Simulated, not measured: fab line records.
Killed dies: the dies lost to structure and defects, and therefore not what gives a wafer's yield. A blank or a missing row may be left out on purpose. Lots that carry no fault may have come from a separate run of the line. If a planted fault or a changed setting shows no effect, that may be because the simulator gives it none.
Struck lot and sound lot, side by side    flow sky130    17 out of 708 route steps
Sound: wafers L928.3, L928.4, L928.6. Struck: wafer L933.5 (L933.3, L933.4, from the same lot, were not struck and are left out); the cause is given at the end.
For every step that has rows: the tool of each side, followed by ch and its chambers, followed by its first start. Under that, the readings that differ: sound wafers    struck wafers    difference of the means    sigmas: that difference in standard deviations of wafers without a fault.
alike: a reading whose means differ by less than 2 such deviations, as well as words and numbers matching on both sides. not compared: withheld readings; readings where some wafer has no value; bounds like >300 that might hide an equal value; numbers whose values overlap and for which the record gives no deviation.
The two part at a step that has a row with sigmas, a row that says differs or no value, or rows on one side only. Numbers that have no deviation but don't overlap get no sigmas and don't part them. A reading that every wafer of one side lacks parts them only if that side has two wafers or more.

SKY_VIA3_CMP_02: polishes SiO2.
  sound on cmp-02 ch 1,2, day 40 04:13; struck on cmp-01 ch 2, day 41 09:55
  alike: motor_current_A
SKY_VIA3_BOW_MEAS_03:
  struck on film_metro-01, day 41 10:16; sound on film_metro-01, day 40 04:34
  alike: VIA3_BOW
then, 8 steps without rows for these wafers: SKY_VIA3_DEHYDRATE_04 (time 60 s); SKY_VIA3_HMDS_05 (prime time 60 s); SKY_VIA3_COAT_06 (resist thk 60 nm); SKY_VIA3_COAT_07 (resist thk 450 nm); SKY_VIA3_SOFTBAKE_08 (time 90 s); SKY_VIA3_EXPOSE_09 (exposes mask VIM3, target cd 200 nm); SKY_VIA3_PEB_10; SKY_VIA3_DEVELOP_11 (develop time 60 s).
SKY_VIA3_CD_MEAS_12: the cd target is 200 nm.
  struck on cd_sem-02, day 42 10:00; sound on cd_sem-01, day 41 05:06
  alike: cd_nm
SKY_VIA3_OVL_MEAS_13:
  struck on overlay-02, day 42 10:05; sound on overlay-01, day 41 05:11
  alike: VIA3_OVL
SKY_VIA3_ETCH_14: etches BARC in N2/H2, stops on SiO2, time 45.9 s, target depth 60 nm.
  sound on rie_diel-03 ch 1,2,3, day 41 05:13; struck on rie_diel-03 ch 3, day 42 10:07
reading                                      sound              struck  difference  sigmas
oes_product_au (a.u.)                        0.847 0.850 0.858  0.750   -0.102      -20
run_length_s (s)                             74.4 74.3 75.0     87.1    +12.5       +31
model.KrF-thick_of_VIA3_COAT_07.thk_nm (nm)  391.6 391.4 390.6  381.2   -10.0       
model.VIA3.cd_nm (nm)                        201.2 202 200.9    203.3   +1.9        
  alike: drypump_motor_current_A, throttle_valve_pct
  not compared: rf_hours_counter_h
SKY_VIA3_ETCH_15: etches SiO2 in C4F8/O2/Ar, stops on TiN, target depth 507 nm, time 78 s.
  sound on rie_diel-03 ch 1,2,3, day 41 05:16; struck on rie_diel-03 ch 3, day 42 10:10
reading                                      sound            struck  difference  sigmas
model.KrF-thick_of_VIA3_COAT_07.thk_nm (nm)  289.7 289 287.1  279.7   -8.9        
  alike: oes_product_au, run_length_s
  not compared: rf_hours_counter_h
SKY_VIA3_STRIP_16: strips in O2/N2.
  sound on plasma_asher-01 ch 0,1, day 41 05:21; struck on plasma_asher-02 ch 0, day 42 10:15
reading                       sound              struck  difference  sigmas
strip_time_to_endpoint_s (s)  4.116 4.107 4.099  4.006   -0.101      -4
  alike: drypump_motor_current_A, oes_product_au
  not compared: rf_hours_counter_h
then, 2 steps without rows for these wafers: SKY_VIA3_STRIP_17 (strips in post etch residue remover, time 1200 s); SKY_PAD_OPEN_PROBE_99.

## WHERE THEY PART
Last at SKY_VIA3_STRIP_16 as far as this record goes, first at SKY_VIA3_ETCH_14.

WHY: what the simulator had put in
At SKY_VIA3_ETCH_14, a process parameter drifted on rie_diel-03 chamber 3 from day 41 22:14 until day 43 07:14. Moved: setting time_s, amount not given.
